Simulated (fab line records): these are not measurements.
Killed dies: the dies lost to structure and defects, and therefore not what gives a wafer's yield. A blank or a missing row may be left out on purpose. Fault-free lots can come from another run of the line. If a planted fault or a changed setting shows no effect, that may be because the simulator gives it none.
One fault seen from 2 desks	flow sky130	what lay behind the numbers comes last; until then each desk has only its own

## THE METROLOGY DESK
What the gauges read, lot by lot, whatever tool the lot ran on: means of the sampled wafers that have a number. If a lot's mean is further than 4 standard deviations from the usual mean, the lot is out of limits and carries the mark OUT (the distance appears in the brackets).
Columns: A = VIA2_W_THK at SKY_VIA2_THK_MEAS_23, usual 419 nm; B = cdNm at SKY_METAL3_CD_MEAS_13, usual 299.4 nm
lot	first seen here	A	B
L137	day 35 23:57	424	300.1
L138	day 36 17:07	416	296.6
L141	day 37 18:55	414	297.1
L144	day 38 13:19	413	299.6
L145	day 38 19:47	417	297.9
L146	day 39 03:17	426	299.8
L151	day 40 17:39	415	300.4
L154	day 41 18:01	412	303.2
L155	day 42 00:00	423	302.2
L158	day 42 16:01	425	299.0
L160	day 43 16:37	422	298.2
Result from this desk: across the 11 lots, nothing is out of limits.

## AT THE TOOL OWNER'S DESK: rieDiel-02
The tool's own readings at SKY_PASSIVATION_ETCH_11 (etches the open film in CF4/O2, stops on AlCu, target depth 725 nm, time 161.1 s): means of the sampled wafers that have a number, for each lot that ran on this tool. If a lot's mean is further than 4 standard deviations from the usual mean, the lot is out of limits and carries the mark OUT (the distance appears in the brackets).
Columns: A = drypumpMotorCurrentA at SKY_PASSIVATION_ETCH_11, usual 5.7 A; B = oesProductAu at SKY_PASSIVATION_ETCH_11, usual 0.977 a.u.; C = throttleValvePct at SKY_PASSIVATION_ETCH_11, usual 5.964 %
lot	first seen here	A	B	C
L137	day 44 12:44	5.3	0.966	5.958
L138	day 45 04:17	5.1	0.969	5.969
L145	day 46 17:44	5.0	0.976	5.962
Result from this desk: across the 3 lots, nothing is out of limits.

## TAKEN TOGETHER
At the metrology desk, nothing out of limits was observed.
The tool owner's desk saw nothing out of limits.

## WHAT THE SIMULATOR HAD INSERTED
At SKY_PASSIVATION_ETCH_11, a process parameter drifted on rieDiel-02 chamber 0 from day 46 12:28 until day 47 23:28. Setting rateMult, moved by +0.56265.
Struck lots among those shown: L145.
